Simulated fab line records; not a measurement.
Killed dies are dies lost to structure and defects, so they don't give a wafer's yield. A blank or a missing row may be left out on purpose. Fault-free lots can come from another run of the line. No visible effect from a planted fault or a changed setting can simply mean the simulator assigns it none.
fab line records	flow sky130
[record] lots = 11	wafers = 33	last_day = 50
route steps=708 shown VT_ADJUST_PCH@152 SONOS_TUNNEL@158 SONOS_ONO@181 PAD_OPEN@708
lots untouched by any fault: they come from a run of this same line in which no faults occurred
start_h: the number of hours between the record's first day and the start of the first shown wafer of the lot	wait_h: hours from the lot's prior step to this one	" repeats the value in the row above	L1.1+2: a single row standing in for several wafers	- no value, or no start given	* or withheld: withheld	< > ~ a bound
route shown NAME@n: names a module that has steps shown in the file, with the first one's number in the route	usual: mean/standard deviation of fault-free wafers	same: alike in all rows	chamber/n: place in a boat	sites: readings site by site	_std_site: the standard deviation of these	_edge_site: the outer-site mean with the inner-site mean subtracted	radius_mm: how far each site lies from the wafer's centre	mask NAME#n: copy n	behind: tool/chamber where the wafer was last shaped	hold: cause of the lot's hold/its duration in hours/its outcome	device: which transistor (n, p or np) failed to switch	end of line: the tests these same wafers got at the end of their route	for a step that has no rows: nothing shown but its recipe	killed: not the wafer's yield, but the dies lost to structure and defects at the first sort	map: a wafer's dies, x killed, . not, _ none there
set.NAME: the run value of the setting; set.NAME@STEP: its run value at that earlier step	model.NAME: the simulator's own value behind a step, which no gauge read
one table for each step of the route and one row for each wafer, over a sample of lots
services: a tool's chamber out of use, with start hour (start_h, from the record's first day; less than 0 if before it), hours out, and reason
[[steps]]
[step SKY_VT_ADJUST_PCH_STRIP_09]
[recipe] chemistry = O2/N2	power_w = 1400	pressure_mtorr = 1500	platen_temp_c = withheld	o2_flow_sccm = 3000	n2_flow_sccm = 300	overash_fraction = 0.5
[usual] drypump_motor_current_A = 5.3/0.38	oes_product_au = 0.722/0.0044	strip_time_to_endpoint_s = 36.90/0.11
lot.wafer	tool	chamber	start_h	wait_h	drypump_motor_current_A	oes_product_au	rf_hours_counter_h	strip_time_to_endpoint_s
L464.2	plasma_asher-01	1	228.14	0.1	5.8	0.720	11	37.00
L464.4	"	1	"	"	5.8	0.723	-	36.93
L464.5	"	0	"	"	5.3	0.724	-	36.93
L465.1	plasma_asher-02	1	239.72	0.1	4.9	0.721	56	36.82
L465.3	"	1	"	"	4.9	0.729	-	36.87
L465.5	"	0	"	"	5.1	0.725	-	36.80
L466.2	plasma_asher-02	1	243.87	0.1	4.9	0.729	56	36.95
L466.4	"	0	"	"	5.0	0.723	-	36.94
L466.5	"	0	"	"	5.0	0.719	-	36.85
L467.2	plasma_asher-02	0	254.29	0.1	5.1	0.727	57	37.06
L467.3	"	0	"	"	5.1	0.728	-	36.95
L467.6	"	1	"	"	4.9	0.720	-	36.92
L468.1	plasma_asher-01	1	258.24	0.1	5.8	0.717	13	36.82
L468.5	"	1	"	"	5.8	0.719	-	36.86
L468.6	"	0	"	"	5.3	0.715	-	36.80
L469.2	plasma_asher-01	1	269.27	0.1	5.8	0.723	15	36.91
L469.4	"	0	"	"	5.3	0.721	-	36.68
L469.6	"	0	"	"	5.3	0.719	-	36.83
L474.1	plasma_asher-02	0	310.62	0.1	5.0	0.724	63	36.90
L474.3	"	1	"	"	5.0	0.715	-	36.87
L474.4	"	0	"	"	5.0	0.722	-	36.90
L479.1	plasma_asher-02	0	345.99	0.1	5.0	0.720	68	37.07
L479.4	"	1	"	"	4.9	0.720	-	37.04
L479.5	"	0	"	"	5.0	0.717	-	37.10
L480.2	plasma_asher-04	0	349.84	0.1	5.0	0.717	53	36.80
L480.3	"	1	"	"	5.8	0.723	-	36.85
L480.5	"	0	"	"	4.9	0.728	-	36.83
L483.1	plasma_asher-01	0	376.19	0.1	5.3	0.729	21	36.85
L483.3	"	1	"	"	5.8	0.721	-	36.81
L483.4	"	0	"	"	5.3	0.725	-	36.77
L486.3	plasma_asher-02	1	405.73	0.1	5.0	0.727	-	36.91
L486.5	"	1	"	"	5.0	0.727	-	36.85
L486.6	"	0	"	"	5.0	0.722	-	36.92
[step SKY_SONOS_TUNNEL_EXPOSE_04]
[recipe] mask_id = TUNM	na = 0.6	source_shape = conventional	sigma_outer = 0.6	polarization = unpolarized	target_cd_nm = 410	dose_mj = 136
[usual] focus_offset_nm = 0.0/0.49
lot.wafer	tool	chamber	start_h	wait_h	mask	focus_offset_nm
L464.2	iline_stepper-01	0	239.42	-	TUNM#0	0.6
L464.4	"	0	"	"	TUNM#0	0.4
L464.5	"	0	"	"	TUNM#0	0.2
L465.1	iline_stepper-01	0	251.10	-	TUNM#0	0.5
L465.3	"	0	"	"	TUNM#0	0.4
L465.5	"	0	"	"	TUNM#0	-0.3
L466.2	iline_stepper-02	0	256.00	-	TUNM#0	-0.7
L466.4	"	0	"	"	TUNM#0	0.3
L466.5	"	0	"	"	TUNM#0	-0.2
L467.2	iline_stepper-01	0	266.33	-	TUNM#0	0.2
L467.3	"	0	"	"	TUNM#0	0.4
L467.6	"	0	"	"	TUNM#0	0.5
L468.1	iline_stepper-01	0	270.15	-	TUNM#0	-1.0
L468.5	"	0	"	"	TUNM#0	-0.6
L468.6	"	0	"	"	TUNM#0	-0.4
L469.2	iline_stepper-01	0	281.45	-	NWM#0	1.0
L469.4	"	0	"	"	NWM#0	0.3
L469.6	"	0	"	"	NWM#0	-0.2
L474.1	iline_stepper-01	0	323.64	-	TUNM#0	-0.1
L474.3	"	0	"	"	TUNM#0	0.0
L474.4	"	0	"	"	TUNM#0	-0.1
L479.1	iline_stepper-01	0	359.78	-	TUNM#0	-0.6
L479.4	"	0	"	"	TUNM#0	-0.6
L479.5	"	0	"	"	TUNM#0	0.3
L480.2	iline_stepper-01	0	363.80	-	TUNM#0	0.2
L480.3	"	0	"	"	TUNM#0	0.3
L480.5	"	0	"	"	TUNM#0	0.2
L483.1	iline_stepper-02	0	389.30	-	TUNM#0	0.3
L483.3	"	0	"	"	TUNM#0	0.5
L483.4	"	0	"	"	TUNM#0	0.3
L486.3	iline_stepper-01	0	420.86	-	TUNM#0	0.0
L486.5	"	0	"	"	TUNM#0	-0.1
L486.6	"	0	"	"	TUNM#0	0.2
[step SKY_SONOS_TUNNEL_CD_MEAS_07]
[recipe] target_cd_nm = 410
[usual] cd_nm = 410.1/2.2
lot.wafer	tool	chamber	start_h	wait_h	cd_nm
L464.2	cd_sem-01	-	250.22	0.1	412.8
L464.4	"	-	"	"	412.7
L464.5	"	-	"	"	412.5
L465.1	cd_sem-02	-	262.59	0.1	409.2
L465.3	"	-	"	"	412.2
L465.5	"	-	"	"	410.0
L466.2	cd_sem-01	-	268.11	0.1	411.8
L466.4	"	-	"	"	413.3
L466.5	"	-	"	"	413.4
L467.2	cd_sem-02	-	278.05	0.1	410.4
L467.3	"	-	"	"	407.8
L467.6	"	-	"	"	408.5
L468.1	cd_sem-02	-	282.48	0.1	411.6
L468.5	"	-	"	"	408.0
L468.6	"	-	"	"	411.1
L469.2	cd_sem-01	-	293.92	0.1	-
L469.4	"	-	"	"	-
L469.6	"	-	"	"	-
L474.1	cd_sem-01	-	336.59	0.1	410.6
L474.3	"	-	"	"	410.7
L474.4	"	-	"	"	410.5
L479.1	cd_sem-02	-	373.65	0.1	410.3
L479.4	"	-	"	"	409.2
L479.5	"	-	"	"	408.9
L480.2	cd_sem-02	-	377.50	0.1	409.3
L480.3	"	-	"	"	408.8
L480.5	"	-	"	"	410.4
L483.1	cd_sem-02	-	402.73	0.1	408.7
L483.3	"	-	"	"	409.1
L483.4	"	-	"	"	408.6
L486.3	cd_sem-02	-	436.29	0.1	412.8
L486.5	"	-	"	"	412.2
L486.6	"	-	"	"	410.0
[step SKY_SONOS_TUNNEL_TW_MEAS_12]
[usual] SONOS_TUNNEL_TW = 195.0/2.1
lot.wafer	tool	chamber	start_h	wait_h	hold	SONOS_TUNNEL_TW
L464.2	film_metro-04	-	250.78	0.0	-	192.1
L464.4	"	-	"	"	-	192.5
L464.5	"	-	"	"	-	192.8
L465.1	film_metro-02	-	263.16	0.0	-	196.7
L465.3	"	-	"	"	-	194.9
L465.5	"	-	"	"	-	196.5
L466.2	film_metro-02	-	268.70	0.0	-	195.2
L466.4	"	-	"	"	-	197.3
L466.5	"	-	"	"	-	196.5
L467.2	film_metro-02	-	278.61	0.0	-	195.9
L467.3	"	-	"	"	-	196.2
L467.6	"	-	"	"	-	196.2
L468.1	film_metro-04	-	283.06	0.0	-	192.4
L468.5	"	-	"	"	-	191.6
L468.6	"	-	"	"	-	191.3
L469.2	film_metro-01	-	294.49	0.0	await_dispo/0.2h/release	30.0
L469.4	"	-	"	"	await_dispo/0.2h/release	30.0
L469.6	"	-	"	"	await_dispo/0.2h/release	30.2
L469.2	film_metro-01	-	294.72	0.2	-	30.1
L469.4	"	-	"	"	-	30.0
L469.6	"	-	"	"	-	30.0
L474.1	film_metro-01	-	337.16	0.0	-	196.6
L474.3	"	-	"	"	-	196.8
L474.4	"	-	"	"	-	195.3
L479.1	film_metro-01	-	374.22	0.0	-	197.9
L479.4	"	-	"	"	-	198.6
L479.5	"	-	"	"	-	197.8
L480.2	film_metro-04	-	378.06	0.0	-	193.6
L480.3	"	-	"	"	-	192.4
L480.5	"	-	"	"	-	191.8
L483.1	film_metro-04	-	403.31	0.0	-	191.9
L483.3	"	-	"	"	-	191.8
L483.4	"	-	"	"	-	192.4
L486.3	film_metro-04	-	436.85	0.0	-	193.7
L486.5	"	-	"	"	-	194.2
L486.6	"	-	"	"	-	193.5
[step SKY_SONOS_ONO_CD_MEAS_13]
[recipe] target_cd_nm = 410
[usual] cd_nm = 410.0/2.1
lot.wafer	tool	chamber	start_h	wait_h	cd_nm
L464.2	cd_sem-02	-	283.48	0.1	412.3
L464.4	"	-	"	"	412.7
L464.5	"	-	"	"	412.2
L465.1	cd_sem-01	-	293.78	0.1	406.8
L465.3	"	-	"	"	407.9
L465.5	"	-	"	"	409.3
L466.2	cd_sem-01	-	298.75	0.1	411.7
L466.4	"	-	"	"	411.7
L466.5	"	-	"	"	412.0
L467.2	cd_sem-01	-	308.75	0.1	407.2
L467.3	"	-	"	"	404.4
L467.6	"	-	"	"	406.2
L468.1	cd_sem-01	-	314.69	0.1	408.5
L468.5	"	-	"	"	413.0
L468.6	"	-	"	"	408.8
L474.1	cd_sem-01	-	372.26	0.1	411.5
L474.3	"	-	"	"	412.0
L474.4	"	-	"	"	411.7
L479.1	cd_sem-02	-	420.49	0.1	409.7
L479.4	"	-	"	"	408.7
L479.5	"	-	"	"	409.2
L480.2	cd_sem-02	-	421.53	0.1	408.0
L480.3	"	-	"	"	410.7
L480.5	"	-	"	"	410.3
L483.1	cd_sem-02	-	441.26	0.1	407.2
L483.3	"	-	"	"	408.2
L483.4	"	-	"	"	409.0
L486.3	cd_sem-02	-	471.00	0.1	407.0
L486.5	"	-	"	"	405.7
L486.6	"	-	"	"	408.2
[step SKY_SONOS_ONO_OVL_MEAS_14]
[usual] SONOS_ONO_OVL = -0.4/1.3
lot.wafer	tool	chamber	start_h	wait_h	SONOS_ONO_OVL[nm]
L464.2	overlay-02	-	283.58	0.1	0.3
L464.4	"	-	"	"	1.0
L464.5	"	-	"	"	2.1
L465.1	overlay-02	-	293.90	0.1	-1.2
L465.3	"	-	"	"	-1.8
L465.5	"	-	"	"	-1.0
L466.2	overlay-02	-	298.86	0.1	-0.9
L466.4	"	-	"	"	-2.7
L466.5	"	-	"	"	-2.6
L467.2	overlay-02	-	308.86	0.1	-1.4
L467.3	"	-	"	"	-1.7
L467.6	"	-	"	"	-0.1
L468.1	overlay-02	-	314.81	0.1	-0.6
L468.5	"	-	"	"	-1.5
L468.6	"	-	"	"	-1.3
L474.1	overlay-02	-	372.38	0.1	0.2
L474.3	"	-	"	"	-1.2
L474.4	"	-	"	"	-2.8
L479.1	overlay-01	-	420.61	0.1	-1.6
L479.4	"	-	"	"	-2.8
L479.5	"	-	"	"	-1.5
L480.2	overlay-01	-	421.63	0.1	1.4
L480.3	"	-	"	"	-0.7
L480.5	"	-	"	"	-0.2
L483.1	overlay-01	-	441.38	0.1	0.2
L483.3	"	-	"	"	0.5
L483.4	"	-	"	"	-0.5
L486.3	overlay-02	-	471.09	0.1	1.1
L486.5	"	-	"	"	2.4
L486.6	"	-	"	"	-0.1
[step SKY_PAD_OPEN_PROBE_99]
[usual] defect_limited_yield = 82.5/1.8	killed_at_M0_to_M3 = 43/6.5	killed_at_M4_up = 3.1/1.8	killed_at_contacts = 24/4.8	killed_at_front_end = 15/4.7	killed_at_other = 0.3/0.58	killed_dies = 86/8.6	killed_open = 47/6.7	killed_short = 39/6.1	sort_bin_3_pad_short = 0.8/0.38	sort_bin_5_function = 10.4/1.3	sort_bin_6_memory = 6.2/1.1	sort_n_pass = 406/8.6	sort_yield_pct = 82.5/1.8
[same] gross_dies = 492	killed_at_back_side = 0	sort_bin_4_leakage[%] = 0	sort_bin_8_speed[%] = 0
lot.wafer	tool	chamber	start_h	wait_h	defect_limited_yield[%]	killed_at_M0_to_M3	killed_at_M4_up	killed_at_contacts	killed_at_front_end	killed_at_other	killed_dies	killed_open	killed_short	sort_bin_3_pad_short[%]	sort_bin_5_function[%]	sort_bin_6_memory[%]	sort_n_pass	sort_yield_pct[%]
L465.1	prober-01	-	1078.40	0.1	83.3	40	3	24	15	0	82	56	26	0	11.0	5.7	410	83.3
L465.3	prober-01	-	1078.50	0.2	81.1	47	4	18	24	0	93	59	34	0.4	11.8	6.7	399	81.1
L465.5	prober-01	-	1078.60	0.2	85.8	38	2	20	9	1	70	36	34	0.4	9.6	4.3	422	85.8
L466.2	prober-02	-	1085.94	0.1	79.7	48	4	27	21	0	100	62	38	0.8	11.8	7.7	392	79.7
L466.4	prober-02	-	1086.04	0.2	80.1	46	5	31	16	0	98	55	43	1.2	12.6	6.1	394	80.1
L466.5	prober-02	-	1086.09	0.2	79.7	46	1	29	24	0	100	59	41	0.8	13.4	6.1	392	79.7
L468.1	prober-02	-	1107.06	0.1	81.5	44	2	30	14	1	91	47	44	0.2	11.2	7.1	401	81.5
L468.5	prober-02	-	1107.26	0.2	79.9	48	6	33	12	0	99	54	45	0.8	12.0	7.3	393	79.9
L468.6	prober-02	-	1107.31	0.2	83.7	40	2	25	13	0	80	50	30	0.6	9.8	5.9	412	83.7
L474.1	prober-01	-	1137.43	0.1	82.3	50	1	23	13	0	87	35	52	0.8	10.4	6.5	405	82.3
L474.3	prober-01	-	1137.53	0.2	80.1	52	4	26	16	0	98	50	48	0.8	12.8	6.3	394	80.1
L474.4	prober-01	-	1137.58	0.2	84.3	36	4	17	19	1	77	46	31	1.0	7.7	6.9	415	84.3
L479.1	prober-02	-	1173.87	0.1	83.7	42	2	18	17	1	80	48	32	1.0	10.4	4.9	412	83.7
L479.4	prober-02	-	1174.02	0.2	80.5	43	4	31	17	1	96	63	33	0.6	12.6	6.3	396	80.5
L479.5	prober-02	-	1174.07	0.2	86.2	29	4	21	14	0	68	28	40	1.2	6.9	5.7	424	86.2
L486.3	prober-01	-	1200.29	0.2	85.0	38	4	19	13	0	74	45	29	0.6	8.1	6.3	418	85.0
L486.5	prober-01	-	1200.39	0.2	84.1	39	4	23	12	0	78	49	29	0.4	8.9	6.5	414	84.1
L486.6	prober-01	-	1200.44	0.2	83.5	46	3	19	13	0	81	41	40	0.8	11.0	4.7	411	83.5
// killed by level:class
L465.1 VIA1:geometric_particle:open=10 LI_CONTACT:geometric_particle:open=9 VIA2:geometric_particle:open=9 CONTACT:geometric_particle:open=7 POLY_GATE:geometric_particle:open=6 VIA3:geometric_particle:open=6 FIELD_ISO:geometric_particle:open=3 METAL1:geometric_particle:short=3
L465.3 VIA1:geometric_particle:open=13 VIA3:geometric_particle:open=12 POLY_GATE:geometric_particle:open=8 FIELD_ISO:geometric_particle:open=7 LI_CONTACT:geometric_particle:open=7 METAL1:geometric_particle:short=6 POLY_GATE:geometric_particle:short=5 CONTACT:geometric_particle:open=5
L465.5 VIA1:geometric_particle:open=8 VIA1:geometric_particle:short=7 CONTACT:geometric_particle:open=6 METAL2:geometric_particle:short=5 VIA3:geometric_particle:open=5 POLY_GATE:geometric_particle:short=4 LI_CONTACT:geometric_particle:open=4 CONTACT:geometric_particle:short=4
L466.2 VIA1:geometric_particle:open=15 LI_CONTACT:geometric_particle:open=10 POLY_GATE:geometric_particle:open=8 VIA3:geometric_particle:open=7 CONTACT:geometric_particle:open=6 VIA2:geometric_particle:open=6 FIELD_ISO:geometric_particle:short=5 LOCAL_INTERCONNECT:geometric_particle:short=5
L466.4 CONTACT:geometric_particle:open=13 VIA3:geometric_particle:open=10 LI_CONTACT:geometric_particle:open=9 CONTACT:geometric_particle:short=7 POLY_GATE:geometric_particle:open=6 VIA1:geometric_particle:open=6 VIA2:geometric_particle:short=6 VIA1:geometric_particle:short=5
L466.5 CONTACT:geometric_particle:open=15 VIA1:geometric_particle:open=11 LI_CONTACT:geometric_particle:open=9 VIA1:geometric_particle:short=9 VIA3:geometric_particle:open=8 FIELD_ISO:geometric_particle:short=7 FIELD_ISO:geometric_particle:open=7 METAL2:geometric_particle:short=5
L468.1 CONTACT:geometric_particle:open=10 VIA2:geometric_particle:open=9 LI_CONTACT:geometric_particle:open=8 CONTACT:geometric_particle:short=7 METAL2:geometric_particle:short=7 FIELD_ISO:geometric_particle:short=5 METAL1:geometric_particle:short=5 VIA1:geometric_particle:open=5
L468.5 LI_CONTACT:geometric_particle:open=14 CONTACT:geometric_particle:open=9 VIA3:geometric_particle:open=8 VIA1:geometric_particle:open=7 VIA2:geometric_particle:open=7 METAL1:geometric_particle:short=5 LOCAL_INTERCONNECT:geometric_particle:short=4 CONTACT:geometric_particle:short=4
L468.6 CONTACT:geometric_particle:open=10 VIA1:geometric_particle:open=10 LI_CONTACT:geometric_particle:open=8 VIA2:geometric_particle:open=8 METAL1:geometric_particle:short=7 FIELD_ISO:geometric_particle:open=6 METAL2:geometric_particle:short=5 POLY_GATE:geometric_particle:short=3
L474.1 VIA1:geometric_particle:open=11 CONTACT:geometric_particle:open=9 METAL2:geometric_particle:short=8 VIA1:geometric_particle:short=8 METAL3:geometric_particle:short=7 VIA3:geometric_particle:open=5 POLY_GATE:geometric_particle:short=4 SPACER:geometric_particle:short=4
L474.3 VIA1:geometric_particle:open=16 METAL2:geometric_particle:short=10 CONTACT:geometric_particle:open=9 LOCAL_INTERCONNECT:geometric_particle:short=7 FIELD_ISO:geometric_particle:short=4 LI_CONTACT:geometric_particle:open=4 METAL1:geometric_particle:short=4 VIA3:geometric_particle:open=4
L474.4 VIA1:geometric_particle:open=11 CONTACT:geometric_particle:open=10 POLY_GATE:geometric_particle:short=7 METAL2:geometric_particle:short=5 FIELD_ISO:geometric_particle:open=4 POLY_GATE:geometric_particle:open=4 METAL1:geometric_particle:short=4 VIA2:geometric_particle:open=4
L479.1 CONTACT:geometric_particle:open=8 VIA1:geometric_particle:open=8 VIA3:geometric_particle:open=8 FIELD_ISO:geometric_particle:short=6 FIELD_ISO:geometric_particle:open=6 LI_CONTACT:geometric_particle:open=6 METAL2:geometric_particle:short=6 METAL1:geometric_particle:short=4
L479.4 CONTACT:geometric_particle:open=14 VIA1:geometric_particle:open=11 LI_CONTACT:geometric_particle:open=8 VIA3:geometric_particle:open=6 VIA2:geometric_particle:open=6 POLY_GATE:geometric_particle:open=5 CONTACT:geometric_particle:short=4 METAL1:geometric_particle:short=4
L479.5 FIELD_ISO:geometric_particle:short=7 METAL2:geometric_particle:short=7 LI_CONTACT:geometric_particle:open=6 VIA1:geometric_particle:open=6 LI_CONTACT:geometric_particle:short=5 METAL4:geometric_particle:short=4 CONTACT:geometric_particle:open=4 VIA1:geometric_particle:short=4
L486.3 VIA1:geometric_particle:open=9 CONTACT:geometric_particle:short=6 CONTACT:geometric_particle:open=5 VIA2:geometric_particle:open=5 POLY_GATE:geometric_particle:open=4 METAL1:geometric_particle:short=4 VIA3:geometric_particle:open=4 VIA2:geometric_particle:short=3
L486.5 VIA1:geometric_particle:open=12 CONTACT:geometric_particle:open=10 METAL2:geometric_particle:short=8 FIELD_ISO:geometric_particle:open=5 LI_CONTACT:geometric_particle:open=5 VIA1:geometric_particle:short=5 VIA3:geometric_particle:open=5 VIA2:geometric_particle:short=4
L486.6 VIA1:geometric_particle:open=12 VIA2:geometric_particle:short=6 VIA1:geometric_particle:short=6 LI_CONTACT:geometric_particle:open=6 LOCAL_INTERCONNECT:geometric_particle:short=5 METAL2:geometric_particle:short=5 VIA3:geometric_particle:open=5 POLY_GATE:geometric_particle:short=4
[[services]]
tool	chamber	start_h	hours	kind
iline_stepper-02	-	269.33	1.7	pm
plasma_asher-01	-	310.31	49.4	repair
plasma_asher-01	-	330.98	1.9	repair
iline_stepper-02	-	350.81	2.1	pm
iline_stepper-01	-	352.90	1.7	pm
iline_stepper-02	-	352.90	-	consumable_replace:lamp
iline_stepper-01	-	376.54	4.4	repair
plasma_asher-02	-	386.27	1.2	repair
plasma_asher-01	-	419.64	2.3	repair
[[key]]
[first_sign] step = SKY_SONOS_TUNNEL_EXPOSE_04	reading = mask	direction = changed
[effect] step = SKY_SONOS_TUNNEL_CD_MEAS_07	reading = cd_nm	direction = missing
[effect] step = SKY_SONOS_TUNNEL_TW_MEAS_12	reading = visit	direction = added
[effect] step = SKY_SONOS_TUNNEL_TW_MEAS_12	reading = SONOS_TUNNEL_TW	direction = down	sigmas = 77	usual = 195.0	struck = 30.1
met_at SKY_SONOS_TUNNEL_EXPOSE_04
struck_lots L469
scrapped_behind SKY_SONOS_TUNNEL_TW_MEAS_12 L469.2,L469.4,L469.6
not_acting_at SKY_VT_ADJUST_PCH_STRIP_09,SKY_SONOS_ONO_CD_MEAS_13,SKY_SONOS_ONO_OVL_MEAS_14
onset_between 270.15 281.45
[fault] kind = wrong_mask	tool = any	chamber = -	onset_h = 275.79	steps = SKY_SONOS_TUNNEL_EXPOSE_04	aux_copy = NWM#0	scope = struck_lots_only
